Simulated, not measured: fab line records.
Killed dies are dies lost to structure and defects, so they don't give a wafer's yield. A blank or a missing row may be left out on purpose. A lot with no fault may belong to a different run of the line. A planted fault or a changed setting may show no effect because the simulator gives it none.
Which tool was responsible? :: flow gf180mcu :: 6 lots with 18 wafers sampled at 2 steps, on a route of 602 steps

== WHAT EACH GAUGE READ, for each wafer ==
GF_HV_LDD_RS_MEAS_53: the measuring method here is four-point-probe.
lot: L110
measured: day 12 19:05
on: filmMetro-04
HV_LDD_RS (ohm/sq): 418.2 419.4 417.2

lot: L114
measured: day 14 04:27
on: filmMetro-04
HV_LDD_RS (ohm/sq): 416.8 418.6 416.5

lot: L118
measured: day 15 07:59
on: filmMetro-04
HV_LDD_RS (ohm/sq): 417.1 416.6 416.4

lot: L125
measured: day 17 19:15
on: filmMetro-02
HV_LDD_RS (ohm/sq): 429.5 428.1 428.2 430.3 428.5 428.9

lot: L127
measured: day 18 11:28
on: filmMetro-02
HV_LDD_RS (ohm/sq): 429.7 427.8 429.7 429.3 429.4 428.6

lot: L132
measured: day 20 04:47
on: filmMetro-04
HV_LDD_RS (ohm/sq): 418.5 418.4 416.9

== TOOL THAT RAN EACH LOT (tool first, then ch and the chambers of the sampled wafers, then the start) ==
lot: L110
GF_HV_LDD_IMPLANT_35: implanter-03 ch 0, day 11 23:10

lot: L114
GF_HV_LDD_IMPLANT_35: implanter-01 ch 0, day 13 06:23

lot: L118
GF_HV_LDD_IMPLANT_35: implanter-04 ch 0, day 14 10:44

lot: L125
GF_HV_LDD_IMPLANT_35: implanter-04 ch 0, day 16 19:11

lot: L127
GF_HV_LDD_IMPLANT_35: implanter-04 ch 0, day 17 11:38

lot: L132
GF_HV_LDD_IMPLANT_35: implanter-03 ch 0, day 19 04:12
- GF_HV_LDD_IMPLANT_35

== THE ANSWER, worked out from the rows above alone ==
Rule: what is usual is taken from the lots themselves. Put in order of their means at a reading, lots are off if they are a third of the lots or fewer, leave a main group of 4 or more, and stand apart from it by a gap of 3 or more times the standard deviation of the main group's means; of several such gaps the widest counts. If all means in a main group match to the digits the tables above print for the reading, that group is not used. Also off: a lot with no number at a reading for which 4 or more lots have one. Where the step has rows for the other lots, those lots are counted as sound.
Off: at GF_HV_LDD_RS_MEAS_53 (HV_LDD_RS), L125, L127. The main group has a mean of 417.6 ohm/sq with a standard deviation of 0.6.
A tool fits if, at a process step before that reading, it ran every lot that is off, and no sound lot after the first of them. Gauges at GF_HV_LDD_RS_MEAS_53: tried the same way as those tools. Undecided on this evidence; 2 tools fit (implanter-04 at GF_HV_LDD_IMPLANT_35, filmMetro-02 at GF_HV_LDD_RS_MEAS_53).

== WHAT HAD BEEN PUT IN BY THE SIMULATOR ==
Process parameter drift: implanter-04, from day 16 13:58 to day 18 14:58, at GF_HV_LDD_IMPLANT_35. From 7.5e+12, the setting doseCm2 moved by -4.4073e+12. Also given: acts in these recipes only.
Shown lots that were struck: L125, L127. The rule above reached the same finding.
